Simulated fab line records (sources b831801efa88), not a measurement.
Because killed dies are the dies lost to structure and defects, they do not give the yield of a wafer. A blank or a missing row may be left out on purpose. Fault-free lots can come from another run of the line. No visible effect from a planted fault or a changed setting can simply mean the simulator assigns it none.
fab line records + flow gf180mcu
record:
- lots: 6
- wafers: 18
- last-day: 35
route steps=602 shown V5@541
lots that met no fault: from a run of the same line without faults
start-h: hours from the record's opening day to when the first of the lot's shown wafers began + wait-h: how many hours have passed since the lot's step before this one + " repeats the value in the row above + L1.1+2: a row that stands for several wafers + - no value present, or no start provided + * or withheld: withheld + < > ~ a bound
route shown NAME@n: names a module that has steps shown in the file, with the first one's number in the route + usual: mean/standard deviation taken from wafers without a fault + same: alike in all rows + chamber/n: place in a boat + sites: the reading at each site + _std_site: the values' standard deviation + _edge_site: outer sites' mean less inner sites' + radius-mm: how far each site lies from the wafer's centre + mask NAME#n: copy n + behind: the last tool/chamber to shape the wafer + hold: the reason the lot was held/the length of the hold in hours/how it ended + device: the transistor (n, p or np) that didn't switch + end of line: at the end of the route, the tests of the same wafers + a step with no rows: only its recipe + killed: dies that structure and defects cost at the first sort, which is not the same as the wafer's yield + map: a wafer's dies, x killed, . not, _ none there
set.NAME: the setting that was run; set.NAME@STEP: the one run at that earlier step + model.NAME: the simulator's own value behind a step, which no gauge read
lots at some steps of the route; a table a step, a row a wafer
services: a tool's chamber out of use, with start hour (start-h, from the record's first day; less than 0 if before it), hours out, and reason
== steps ==
step: GF_V5_THK_MEAS_01
recipe:
- reads: SiO2_of_V5_CVD_00
usual:
- V5_CVD_00_THK: 298/3.5
| lot.wafer | tool          | chamber | start-h | wait-h | V5_CVD_00_THK[nm] |
|-----------|---------------|---------|---------|--------|-------------------|
| L345.2    | film-metro-03 | -       | 660.69  | 0.0    | 297               |
| L345.5    | "             | -       | "       | "      | 302               |
| L345.6    | "             | -       | "       | "      | 298               |
| L348.1    | film-metro-03 | -       | 686.89  | 0.0    | 293               |
| L348.3    | "             | -       | "       | "      | 293               |
| L348.6    | "             | -       | "       | "      | 294               |
| L354.1    | film-metro-02 | -       | 722.58  | 0.0    | 295               |
| L354.3    | "             | -       | "       | "      | 294               |
| L354.4    | "             | -       | "       | "      | 296               |
| L355.2    | film-metro-01 | -       | 730.34  | 0.0    | 295               |
| L355.3    | "             | -       | "       | "      | 301               |
| L355.6    | "             | -       | "       | "      | 299               |
| L357.1    | film-metro-03 | -       | 744.27  | 0.0    | 292               |
| L357.4    | "             | -       | "       | "      | 298               |
| L357.5    | "             | -       | "       | "      | 298               |
| L365.1    | film-metro-03 | -       | 787.04  | 0.0    | 303               |
| L365.3    | "             | -       | "       | "      | 297               |
| L365.5    | "             | -       | "       | "      | 296               |
step: GF_V5_CVD_02
recipe:
- material: SiO2
- target-thk-nm: 1450
- precursor: TEOS
- temp-c: 400
- time-s: 163.28
- rf-w: 600
usual:
- heater-power-w: 701/80
- rf-fwd-power-W: 597.7/1.7
| lot.wafer | tool     | chamber | start-h | wait-h | heater-power-w | rf-fwd-power-W |
|-----------|----------|---------|---------|--------|----------------|----------------|
| L345.2    | pecvd-02 | 0       | 660.74  | 0.0    | 732            | 597.9          |
| L345.5    | "        | 1       | "       | "      | 695            | 597.2          |
| L345.6    | "        | 2       | "       | "      | 558            | 599.0          |
| L348.1    | pecvd-01 | 1       | 686.95  | 0.1    | 820            | 598.8          |
| L348.3    | "        | 2       | "       | "      | 619            | 596.6          |
| L348.6    | "        | 0       | "       | "      | 648            | 598.9          |
| L354.1    | pecvd-01 | 2       | 722.64  | 0.1    | 711            | 597.3          |
| L354.3    | "        | 0       | "       | "      | 667            | 598.2          |
| L354.4    | "        | 2       | "       | "      | 551            | 596.4          |
| L355.2    | pecvd-02 | 2       | 730.39  | 0.0    | 698            | 594.8          |
| L355.3    | "        | 0       | "       | "      | 629            | 599.9          |
| L355.6    | "        | 0       | "       | "      | 738            | 598.2          |
| L357.1    | pecvd-03 | 2       | 744.33  | 0.1    | 736            | 599.2          |
| L357.4    | "        | 0       | "       | "      | 560            | 599.5          |
| L357.5    | "        | 1       | "       | "      | 790            | 598.5          |
| L365.1    | pecvd-03 | 0       | 787.10  | 0.1    | 646            | 598.1          |
| L365.3    | "        | 1       | "       | "      | 802            | 599.6          |
| L365.5    | "        | 1       | "       | "      | 687            | 601.1          |
step: GF_V5_THK_MEAS_03
recipe:
- reads: SiO2_of_V5_CVD_02
usual:
- V5_CVD_02_THK: 1446/19
| lot.wafer | tool          | chamber | start-h | wait-h | V5_CVD_02_THK[nm] |
|-----------|---------------|---------|---------|--------|-------------------|
| L345.2    | film-metro-02 | -       | 660.85  | 0.1    | 1436              |
| L345.5    | "             | -       | "       | "      | 1471              |
| L345.6    | "             | -       | "       | "      | 1484              |
| L348.1    | film-metro-03 | -       | 687.05  | 0.1    | 1456              |
| L348.3    | "             | -       | "       | "      | 1411              |
| L348.6    | "             | -       | "       | "      | 1447              |
| L354.1    | film-metro-01 | -       | 722.75  | 0.1    | 1440              |
| L354.3    | "             | -       | "       | "      | 1435              |
| L354.4    | "             | -       | "       | "      | 1466              |
| L355.2    | film-metro-03 | -       | 730.56  | 0.1    | 1426              |
| L355.3    | "             | -       | "       | "      | 1478              |
| L355.6    | "             | -       | "       | "      | 1468              |
| L357.1    | film-metro-03 | -       | 744.43  | 0.1    | 1427              |
| L357.4    | "             | -       | "       | "      | 1422              |
| L357.5    | "             | -       | "       | "      | 1472              |
| L365.1    | film-metro-01 | -       | 787.20  | 0.1    | 1418              |
| L365.3    | "             | -       | "       | "      | 1439              |
| L365.5    | "             | -       | "       | "      | 1464              |
step: GF_V5_CMP_04
recipe:
- material: SiO2
- down-force-psi: 4
- platen-rpm: 60
- pad-velocity-m-s: 0.94248
usual:
- motor-current-A: 11.5/0.73
- retaining-ring-pressure-frac: 1.000/0.0053
- slurry-flow-ml-min: 150.0/0.43
| lot.wafer | tool   | chamber | start-h | wait-h | motor-current-A | retaining-ring-pressure-frac | slurry-flow-ml-min |
|-----------|--------|---------|---------|--------|-----------------|------------------------------|--------------------|
| L345.2    | cmp-01 | 1       | 660.95  | 0.1    | 11.0            | 1.010                        | 150.6              |
| L345.5    | "      | 0       | "       | "      | 12.1            | 0.996                        | 149.8              |
| L345.6    | "      | 1       | "       | "      | 11.3            | 1.006                        | 149.9              |
| L348.1    | cmp-01 | 0       | 687.11  | 0.1    | 12.0            | 0.997                        | 149.5              |
| L348.3    | "      | 3       | "       | "      | 12.7            | 1.012                        | 150.0              |
| L348.6    | "      | 1       | "       | "      | 10.9            | 1.003                        | 149.5              |
| L354.1    | cmp-02 | 3       | 722.86  | 0.1    | 10.7            | 1.001                        | 150.2              |
| L354.3    | "      | 0       | "       | "      | 12.1            | 0.987                        | 150.1              |
| L354.4    | "      | 1       | "       | "      | 11.6            | 0.995                        | 150.1              |
| L355.2    | cmp-02 | 0       | 730.61  | 0.0    | 11.5            | 1.000                        | 149.7              |
| L355.3    | "      | 3       | "       | "      | 11.3            | 1.004                        | 149.2              |
| L355.6    | "      | 1       | "       | "      | 10.2            | 0.999                        | 150.4              |
| L357.4    | cmp-01 | 3       | 744.68  | 0.2    | 12.9            | 1.010                        | 149.4              |
| L357.1    | "      | 0       | "       | "      | 11.2            | 0.991                        | 149.3              |
| L357.5    | "      | 3       | "       | "      | 12.8            | 1.012                        | 149.8              |
| L365.3    | cmp-01 | 0       | 787.54  | 0.3    | 12.1            | 0.990                        | 149.8              |
| L365.1    | "      | 3       | "       | "      | 13.1            | 0.986                        | 150.2              |
| L365.5    | "      | 1       | "       | "      | 11.1            | 0.992                        | 150.7              |
step: GF_V5_BOW_MEAS_05
recipe:
- mode: bow
usual:
- V5_BOW: 135/9.4
| lot.wafer | tool          | chamber | start-h | wait-h | V5_BOW[um] |
|-----------|---------------|---------|---------|--------|------------|
| L345.2    | film-metro-01 | -       | 661.22  | 0.2    | 133        |
| L345.5    | "             | -       | "       | "      | 134        |
| L345.6    | "             | -       | "       | "      | 153        |
| L348.1    | film-metro-02 | -       | 687.41  | 0.2    | 112        |
| L348.3    | "             | -       | "       | "      | 132        |
| L348.6    | "             | -       | "       | "      | 124        |
| L354.1    | film-metro-01 | -       | 723.11  | 0.2    | 119        |
| L354.3    | "             | -       | "       | "      | 133        |
| L354.4    | "             | -       | "       | "      | 128        |
| L355.2    | film-metro-03 | -       | 730.93  | 0.3    | 138        |
| L355.3    | "             | -       | "       | "      | 130        |
| L355.6    | "             | -       | "       | "      | 119        |
| L357.1    | film-metro-02 | -       | 744.98  | 0.2    | 134        |
| L357.4    | "             | -       | "       | "      | 132        |
| L357.5    | "             | -       | "       | "      | 138        |
| L365.1    | film-metro-02 | -       | 787.84  | 0.1    | 137        |
| L365.3    | "             | -       | "       | "      | 132        |
| L365.5    | "             | -       | "       | "      | 135        |
step: GF_V5_DEHYDRATE_06
recipe:
- temp-c: 200
- time-s: 60
step: GF_V5_HMDS_07
recipe:
- prime-time-s: 60
- prime-temp-c: 120
step: GF_V5_COAT_08
recipe:
- resist: BARC
- temp-c: withheld
- time-s: withheld
- spin-rpm: withheld
- resist-thk-nm: withheld
step: GF_V5_COAT_09
recipe:
- resist: KrF
- spin-rpm: withheld
- resist-thk-nm: 1000
step: GF_V5_SOFTBAKE_10
recipe:
- temp-c: 130
- time-s: 60.8
- resist: KrF
usual:
- plate-sensor-t-centre-C: 131.02/0.011
- plate-sensor-t-edge-C: 131.21/0.01
- softbake-temp-c: 130.02/0.15
| lot.wafer | tool           | chamber | start-h | wait-h | plate-sensor-t-centre-C | plate-sensor-t-edge-C | softbake-temp-c |
|-----------|----------------|---------|---------|--------|-------------------------|-----------------------|-----------------|
| L345.2    | litho-track-04 | 0       | -       | -      | 131.02                  | 131.19                | 130.03          |
| L345.5    | "              | 0       | "       | "      | 131.01                  | 131.21                | 130.07          |
| L345.6    | "              | 0       | "       | "      | 131.01                  | 131.22                | 130.10          |
| L348.1    | litho-track-02 | 0       | -       | -      | 131                     | 131.19                | 130.00          |
| L348.3    | "              | 0       | "       | "      | 131.03                  | 131.21                | 130.05          |
| L348.6    | "              | 0       | "       | "      | 131                     | 131.2                 | 129.77          |
| L354.1    | litho-track-03 | 0       | -       | -      | 131.02                  | 131.22                | 130.07          |
| L354.3    | "              | 0       | "       | "      | 131.03                  | 131.2                 | 129.88          |
| L354.4    | "              | 0       | "       | "      | 131.01                  | 131.21                | 130.05          |
| L355.2    | litho-track-02 | 0       | -       | -      | 131.02                  | 131.22                | 130.00          |
| L355.3    | "              | 0       | "       | "      | 131                     | 131.22                | 129.91          |
| L355.6    | "              | 0       | "       | "      | 131.02                  | 131.2                 | 130.04          |
| L357.1    | litho-track-02 | 0       | -       | -      | 131.03                  | 131.21                | 130.03          |
| L357.4    | "              | 0       | "       | "      | 131.04                  | 131.21                | 129.99          |
| L357.5    | "              | 0       | "       | "      | 131.02                  | 131.2                 | 129.93          |
| L365.1    | litho-track-04 | 0       | -       | -      | 131.02                  | 131.22                | 130.25          |
| L365.3    | "              | 0       | "       | "      | 131                     | 131.2                 | 130.03          |
| L365.5    | "              | 0       | "       | "      | 131.02                  | 131.23                | 130.23          |
step: GF_V5_EXPOSE_11
recipe:
- mask-id: Via5
- target-cd-nm: 260
- na: 0.68
- source-shape: conventional
- sigma-outer: 0.6
- dose-mj: 38
step: GF_V5_PEB_12
recipe:
- peb-temp-c: 135
- peb-time-s: 90
- resist: KrF
step: GF_V5_DEVELOP_13
recipe:
- develop-time-s: 60
- resist: KrF
- dev-temp-c: 21
usual:
- chill-plate-temp-C: 22.98/0.098
- develop-time-s: 60/0
| lot.wafer | tool           | chamber | start-h | wait-h | chill-plate-temp-C | develop-time-s | model.KrF_of_V5_COAT_09.thk-nm |
|-----------|----------------|---------|---------|--------|--------------------|----------------|--------------------------------|
| L345.2    | litho-track-03 | 0       | 682.13  | 0.2    | 22.97              | 60             | 984.4                          |
| L345.5    | "              | 0       | "       | "      | 23.04              | 60             | 985.9                          |
| L345.6    | "              | 0       | "       | "      | 23.04              | 60             | 984.2                          |
| L348.1    | litho-track-03 | 0       | 707.31  | 0.2    | 22.95              | 60             | 983                            |
| L348.3    | "              | 0       | "       | "      | 22.96              | 60             | 985.5                          |
| L348.6    | "              | 0       | "       | "      | 23.00              | 60             | 981.8                          |
| L354.1    | litho-track-02 | -       | 742.25  | 0.2    | -                  | -              | 999                            |
| L354.3    | "              | -       | "       | "      | -                  | -              | 998.1                          |
| L354.4    | "              | -       | "       | "      | -                  | -              | 999.2                          |
| L355.2    | litho-track-03 | -       | 749.53  | 0.2    | -                  | -              | 1001                           |
| L355.3    | "              | -       | "       | "      | -                  | -              | 998.8                          |
| L355.6    | "              | -       | "       | "      | -                  | -              | 1002                           |
| L357.1    | litho-track-03 | 0       | 763.31  | 0.2    | 23.12              | 60             | 984.2                          |
| L357.4    | "              | 0       | "       | "      | 23.01              | 60             | 985.1                          |
| L357.5    | "              | 0       | "       | "      | 22.87              | 60             | 982.1                          |
| L365.1    | litho-track-02 | 0       | 804.40  | 0.2    | 22.91              | 60             | 980.4                          |
| L365.3    | "              | 0       | "       | "      | 23.04              | 60             | 983.3                          |
| L365.5    | "              | 0       | "       | "      | 23.07              | 60             | 980.7                          |
step: GF_V5_CD_MEAS_14
recipe:
- target-cd-nm: 260
usual:
- cd-nm: 259.8/1.3
| lot.wafer | tool      | chamber | start-h | wait-h | cd-nm |
|-----------|-----------|---------|---------|--------|-------|
| L345.2    | cd-sem-01 | -       | 682.28  | 0.1    | 258.3 |
| L345.5    | "         | -       | "       | "      | 258.3 |
| L345.6    | "         | -       | "       | "      | 259.2 |
| L348.1    | cd-sem-01 | -       | 707.46  | 0.1    | 261.1 |
| L348.3    | "         | -       | "       | "      | 261.1 |
| L348.6    | "         | -       | "       | "      | 261.1 |
| L354.1    | cd-sem-01 | -       | 742.40  | 0.1    | -     |
| L354.3    | "         | -       | "       | "      | -     |
| L354.4    | "         | -       | "       | "      | -     |
| L355.2    | cd-sem-01 | -       | 749.68  | 0.1    | -     |
| L355.3    | "         | -       | "       | "      | -     |
| L355.6    | "         | -       | "       | "      | -     |
| L357.1    | cd-sem-01 | -       | 763.46  | 0.1    | 261.7 |
| L357.4    | "         | -       | "       | "      | 260.4 |
| L357.5    | "         | -       | "       | "      | 261.4 |
| L365.1    | cd-sem-01 | -       | 804.55  | 0.1    | 259.7 |
| L365.3    | "         | -       | "       | "      | 258.5 |
| L365.5    | "         | -       | "       | "      | 260.2 |
== services ==
| tool     | chamber | start-h | hours | kind                           |
|----------|---------|---------|-------|--------------------------------|
| cmp-02   | -       | 637.96  | 0.3   | repair                         |
| pecvd-01 | -       | 643.17  | 14.6  | pm                             |
| pecvd-01 | 1       | 657.97  | 5.8   | repair                         |
| pecvd-01 | 2       | 658.42  | 11.9  | repair                         |
| cmp-02   | -       | 669.88  | 2.3   | repair                         |
| cmp-01   | -       | 688.61  | 0.3   | repair                         |
| cmp-01   | -       | 703.71  | 14.4  | pm                             |
| pecvd-01 | 1       | 706.79  | 2.7   | repair                         |
| cmp-02   | -       | 710.44  | 4.4   | repair                         |
| pecvd-02 | 1       | 717.79  | 18.8  | repair                         |
| cmp-01   | -       | 720.01  | 0.3   | repair                         |
| cmp-02   | -       | 744.23  | 4.0   | pm                             |
| cmp-02   | -       | 748.23  | -     | consumable-replace:conditioner |
| cmp-02   | -       | 748.23  | -     | consumable-replace:pad         |
| pecvd-01 | 1       | 764.03  | 5.4   | repair                         |
| cmp-02   | -       | 779.86  | 8.9   | repair                         |
| cmp-02   | -       | 784.51  | 0.8   | repair                         |
| cmp-02   | -       | 788.72  | 4.3   | pm                             |
| cmp-01   | -       | 794.34  | 6.6   | repair                         |
| pecvd-02 | -       | 795.28  | 14.6  | pm                             |
| pecvd-01 | -       | 799.38  | 14.0  | pm                             |
| pecvd-01 | 0       | 799.38  | 14.0  | vent-cycle                     |
| pecvd-01 | 1       | 799.38  | 14.0  | vent-cycle                     |
| pecvd-01 | 2       | 799.38  | 14.0  | vent-cycle                     |
== key ==
first-sign:
- step: GF_V5_DEVELOP_13
- reading: tool-record
- direction: missing
effect none on later readings
model-effect:
- step: GF_V5_DEVELOP_13
- value: KrF_of_V5_COAT_09.thk-nm
- without: 984.7
- struck: 999.7
met-at GF_V5_DEVELOP_13
struck-wafers L354.1,L354.3,L354.4,L355.2,L355.3,L355.6
later-rows-left-out L354.1,L354.3,L354.4,L355.2,L355.3,L355.6
sort-left-out L354.1,L354.3,L354.4,L355.2,L355.3,L355.6
onset-between 707.31 742.25
fault:
- kind: skipped-step-whole
- tool: litho-track-02,litho-track-03
- chamber: -
- onset-h: 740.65
- steps: GF_V5_DEVELOP_13
- scope: struck-lots-only
sort-left-out: the simulated sort isn't trusted on such a fault, so these wafers' sort isn't shown, and their yield isn't known
later-rows-left-out: the simulator's readings of these wafers behind a module that went badly wrong aren't trusted and aren't shown, but for the sort
